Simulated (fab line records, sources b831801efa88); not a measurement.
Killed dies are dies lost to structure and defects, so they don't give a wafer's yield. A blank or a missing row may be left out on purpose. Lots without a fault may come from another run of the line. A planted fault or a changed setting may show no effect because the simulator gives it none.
A struck lot beside a sound one | flow sky130 | 18 steps out of a route of 708
Sound: wafers L939.1, L939.4, L939.5. Struck: wafer L948.3. (L948.4, L948.6 of the same lot were not struck and are left out.) The cause comes at the end.
At each step with rows: each side's tool, then ch and its chambers, then its first start. Under that, the readings that differ: sound wafers | struck wafers | difference of the means | sigmas: that difference in standard deviations of wafers without a fault.
alike: readings whose means differ by less than 2 such deviations, and words and numbers that are the same on both sides. not compared: withheld readings, readings that some wafer has no value for, bounds like >300 that may hide the same value, and numbers for which the record gives no deviation and whose values overlap.
The two part at a step that has a row with sigmas, a row that says differs or no value, or rows on one side only. Numbers that don't overlap but have no deviation are shown without sigmas and don't part them. A reading that every wafer of one side lacks parts them only if that side has two wafers or more.

first, 5 steps without rows for these wafers: SKY_VIA4_COAT_06 (resist thk 1140 nm); SKY_VIA4_SOFTBAKE_07 (time 60 s); SKY_VIA4_EXPOSE_08 (exposes mask VIM4, target cd 800 nm); SKY_VIA4_PEB_09; SKY_VIA4_DEVELOP_10 (develop time 60 s).
SKY_VIA4_OVL_MEAS_11:
  sound on overlay-01, day 44 11:32; struck on overlay-01, day 46 23:48
  alike: VIA4_OVL
SKY_VIA4_ETCH_12: etches SiO2 in C4F8/O2/Ar, stops on TiN, target depth 580 nm.
  sound on rie_diel-04 ch 2,3, day 44 11:34; struck on rie_diel-04 ch 3, day 46 23:50
  alike: oes_product_au
SKY_VIA4_STRIP_13: strips in O2/N2.
  sound on plasma_asher-03 ch 0,1, day 44 11:38; struck on plasma_asher-03 ch 0, day 46 23:56
  reading               | sound             | struck | difference | sigmas
  oes_product_au (a.u.) | 0.713 0.710 0.710 | 0.702  | -0.009     | -2
  alike: drypump_motor_current_A, o2_flow_sccm, strip_time_to_endpoint_s
  not compared: rf_hours_counter_h
then, 3 steps without rows for these wafers: SKY_VIA4_STRIP_14 (strips in post etch residue remover, time 1200 s); SKY_VIA4_CLEAN_15 (cleans in IPA, time 180 s); SKY_VIA4_CLEAN_16 (cleans in O3/DIW).
SKY_VIA4_SPUTTER_17: material TiN, target thk 20 nm, time 80 s.
  sound on pvd_sputter-04, day 44 12:40; struck on pvd_sputter-03, day 47 00:29
  reading                | sound          | struck | difference | sigmas
  throttle_valve_pct (%) | 32.5 29.4 32.6 | 29.0   | -2.5       | -2
SKY_VIA4_CVD_18: deposits W, target thk 505 nm, time 152.14 s.
  sound on cvd_w-01 ch 0,1, day 44 12:43; struck on cvd_w-01 ch 0, day 47 00:36
  reading                            | sound                | struck | difference | sigmas
  susceptor_temp_C (C)               | 399.79 400.51 400.40 | 394.65 | -5.58      | -23
  model.W_of_VIA4_CVD_18.thk_nm (nm) | 497.7 500.3 497.3    | 452.5  | -45.9      |
  alike: heater_power_w
SKY_VIA4_RS_MEAS_19: measures by four-point-probe.
  sound on film_metro-04, day 44 12:53; struck on film_metro-03, day 47 00:44
  reading            | sound                | struck | difference | sigmas
  VIA4_W_RS (ohm/sq) | 0.2303 0.2292 0.2298 | 0.2529 | +0.0231    | +8
SKY_VIA4_THK_MEAS_20: measures by xrf.
  sound on film_metro-04, day 44 13:00; struck on film_metro-03, day 47 00:50
  reading         | sound       | struck | difference | sigmas
  VIA4_W_THK (nm) | 503 509 504 | 456    | -49        | -6
SKY_VIA4_CMP_21: polishes, stops on SiO2, t overpolish 25 s, target thk 0 nm.
  sound on cmp-01 ch 1,3, day 44 13:04; struck on cmp-01 ch 0, day 47 00:56
  reading                | sound       | struck | difference | sigmas
  time_to_endpoint_s (s) | 126 124 123 | 105    | -19        | -4
  alike: motor_current_A
SKY_METAL5_SPUTTER_00: material Ti, target thk 15 nm, time 10 s.
  sound on pvd_sputter-02, day 44 13:22; struck on pvd_sputter-02, day 47 01:11
  alike: throttle_valve_pct
then, 1 step without rows for these wafers: SKY_PAD_OPEN_PROBE_99.

WHERE THEY PART
First at SKY_VIA4_STRIP_13; last, within this record, at SKY_VIA4_CMP_21. Later steps at which nothing parts them and some readings are alike: SKY_METAL5_SPUTTER_00.

WHY: what the simulator had put in
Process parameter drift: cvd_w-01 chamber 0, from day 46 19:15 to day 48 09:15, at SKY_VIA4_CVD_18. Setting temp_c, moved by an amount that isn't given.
